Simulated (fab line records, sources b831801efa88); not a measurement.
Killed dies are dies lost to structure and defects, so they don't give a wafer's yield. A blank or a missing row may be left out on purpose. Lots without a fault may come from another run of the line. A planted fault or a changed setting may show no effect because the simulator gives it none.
One fault seen from 2 desks | flow gf180mcu | each desk has only its own numbers; what lay behind them comes last

THE TOOL OWNER'S DESK: implanter-03
The tool's own readings at GF_NSD_IMPLANT_09: means of the sampled wafers that have a number, for each lot that ran on this tool. A lot is out of limits, marked OUT, if its mean lies more than 4 standard deviations from the usual mean; the brackets give that distance.
Columns: A = beam_on_s at GF_NSD_IMPLANT_09, usual 19.1 s
lot  | first seen here | A
L652 | day 14 09:43    | 20.3
L660 | day 17 08:41    | 26.5 (+4.1) OUT
L661 | day 17 13:50    | 26.4 (+4.1) OUT
L669 | day 20 08:38    | 20.3
L670 | day 20 14:34    | 20.3
This desk's finding: out of limits on L660, L661; first on L660, day 17 08:41 (beam_on_s at GF_NSD_IMPLANT_09). In limits: L652, L669, L670.

THE METROLOGY DESK
What the gauges read, lot by lot, whatever tool the lot ran on: means of the sampled wafers that have a number. A lot is out of limits, marked OUT, if its mean lies more than 4 standard deviations from the usual mean; the brackets give that distance. Of its 9 readings 7 are shown: the one that was out of limits first, and those that lie furthest out on some lot.
Columns: A = HV_LDD_CVD_56_THK at GF_HV_LDD_THK_MEAS_57, usual 90.2 nm; B = NSD_OVL at GF_NSD_OVL_MEAS_08, usual 1.0 nm; C = cd_nm at GF_PSD_CD_MEAS_07, usual 400.0 nm; D = PSD_OVL at GF_PSD_OVL_MEAS_08, usual -0.2 nm; E = PSD_TW at GF_PSD_TW_MEAS_11, usual 3164; F = NSD_RS at GF_PSD_RS_MEAS_14, usual 45.69 ohm/sq; G = PSD_RS at GF_PSD_RS_MEAS_15, usual 108.4 ohm/sq
lot  | first seen here | A    | B    | C     | D    | E    | F               | G
L652 | day 13 13:16    | 89.6 | 1.9  | 396.9 | -1.6 | 3194 | 45.64           | 108.4
L660 | day 16 10:02    | 90.5 | 1.0  | 403.3 | -0.4 | 3172 | 44.58 (-12) OUT | 108.7
L661 | day 16 15:16    | 91.4 | 0.8  | 400.4 | 0.9  | 3167 | 44.62 (-12) OUT | 108.8
L669 | day 19 07:48    | 90.2 | 0.4  | 399.2 | 0.4  | 3134 | 45.81           | 108.9
L670 | day 19 14:07    | 91.4 | 0.8  | 399.3 | 0.5  | 3197 | 45.83           | 108.9
L672 | day 20 05:31    | 90.3 | -1.2 | 400.3 | -0.3 | 3158 | 45.77           | 108.2
This desk's finding: out of limits on L660, L661; first on L660, day 18 08:44 (NSD_RS at GF_PSD_RS_MEAS_14). In limits: L652, L669, L670, L672.

PUT TOGETHER
The tool owner's desk could have raised an alarm at day 17 08:41, on L660, L661.
The metrology desk could have raised an alarm at day 18 08:44, on L660, L661.
Of the lots named, all ran GF_NSD_IMPLANT_09 on implanter-03.

WHAT THE SIMULATOR HAD PUT IN
Process parameter drift: implanter-03, from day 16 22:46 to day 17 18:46, at GF_NSD_IMPLANT_09. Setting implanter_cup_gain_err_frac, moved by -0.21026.
Lots struck among those shown: L660, L661.
Hours from the fault's start to each desk's first reading out of limits: the tool owner's desk, 10; the metrology desk, 34.
